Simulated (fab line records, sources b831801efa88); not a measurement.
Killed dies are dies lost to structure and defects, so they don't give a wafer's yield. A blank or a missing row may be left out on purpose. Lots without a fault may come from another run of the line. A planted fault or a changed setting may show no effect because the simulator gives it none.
A struck lot beside a sound one | flow sky130 | 14 steps out of a route of 708
Sound: wafers L270.1, L270.5, L270.6. Struck: wafers L280.2, L280.4, L280.6. The cause comes at the end.
At each step with rows: each side's tool, then ch and its chambers, then its first start. Under that, the readings that differ: sound wafers | struck wafers | difference of the means | sigmas: that difference in standard deviations of wafers without a fault.
alike: readings whose means differ by less than 2 such deviations, and words and numbers that are the same on both sides. not compared: withheld readings, readings that some wafer has no value for, bounds like >300 that may hide the same value, and numbers for which the record gives no deviation and whose values overlap.
The two part at a step that has a row with sigmas, a row that says differs or no value, or rows on one side only. Numbers that don't overlap but have no deviation are shown without sigmas and don't part them. A reading that every wafer of one side lacks parts them only if that side has two wafers or more.

first, 1 step without rows for these wafers: SKY_SD_N_IMPLANT_10.
SKY_SD_N_STRIP_11: strips in O2/N2.
  sound on plasma_asher-01 ch 0,1, day 30 03:22; struck on plasma_asher-01 ch 0,1, day 33 16:16
  reading                      | sound             | struck            | difference | sigmas
  strip_time_to_endpoint_s (s) | 22.59 22.59 22.58 | 22.55 22.45 22.48 | -0.09      | -2
  alike: drypump_motor_current_A, oes_product_au
  not compared: rf_hours_counter_h
SKY_SD_N_TW_MEAS_12:
  sound on film_metro-01, day 30 03:28; struck on film_metro-02, day 33 16:22
  alike: SD_N_TW
then, 1 step without rows for these wafers: SKY_SD_N_CLEAN_13 (cleans in SC1/SC2, time 150 s).
SKY_SD_N_RTA_14: time 2 s.
  sound on rtp_anneal-02 ch 0, day 30 03:35; struck on rtp_anneal-02 ch 0, day 33 16:29
  alike: lamp_power_pct, wafer_temp_C_max
SKY_SD_N_RS_MEAS_16: measures by four-point-probe.
  sound on film_metro-04, day 30 03:46; struck on film_metro-01, day 33 16:40
  alike: SD_N_RS
SKY_SD_N_RS_MEAS_17: measures by four-point-probe.
  sound on film_metro-04, day 30 03:53; struck on film_metro-01, day 33 16:47
  alike: SD_P_RS
SKY_SD_N_RS_MEAS_18: measures by four-point-probe.
  sound on film_metro-04, day 30 04:00; struck on film_metro-01, day 33 16:54
  alike: RES_XHIGH_RS
then, 2 steps without rows for these wafers: SKY_SALICIDE_CLEAN_00 (cleans in HF-last, time 30 s); SKY_LI_CONTACT_HDPCVD_00 (deposits PSG, target thk 930 nm, time 155 s).
SKY_LI_CONTACT_THK_MEAS_01:
  sound on film_metro-02, day 30 04:14; struck on film_metro-04, day 33 17:08
  alike: LI_CONTACT_HDPCVD_THK
SKY_LI_CONTACT_CMP_02: polishes PSG.
  sound on cmp-02 ch 0,2,3, day 30 04:27; struck on cmp-02 ch 1,2, day 33 17:14
  reading                | sound          | struck         | difference | sigmas
  time_to_endpoint_s (s) | 32.3 30.5 33.1 | 16.7 17.2 19.3 | -14.2      | -5
  alike: motor_current_A
SKY_LI_CONTACT_BOW_MEAS_03:
  sound on film_metro-02, day 30 04:36; struck on film_metro-02, day 33 17:30
  alike: LI_CONTACT_BOW
-- the record jumps here: 16 days lie between the struck wafers' starts before and after (it left off in module LI_CONTACT and takes up again in module PAD_OPEN, whose first step shown is number 708 of the route) --
SKY_PAD_OPEN_PROBE_99:
  sound on prober-01, day 47 08:47; struck on prober-01, day 49 19:22
  alike: killed_at_M0_to_M3, killed_at_M4_up, killed_at_contacts, killed_at_front_end, killed_at_other, killed_dies, killed_on_rim, killed_open, killed_short

WHERE THEY PART
First at SKY_SD_N_STRIP_11; last, within this record, at SKY_LI_CONTACT_CMP_02. Later steps at which nothing parts them and some readings are alike: SKY_LI_CONTACT_BOW_MEAS_03, SKY_PAD_OPEN_PROBE_99.

WHY: what the simulator had put in
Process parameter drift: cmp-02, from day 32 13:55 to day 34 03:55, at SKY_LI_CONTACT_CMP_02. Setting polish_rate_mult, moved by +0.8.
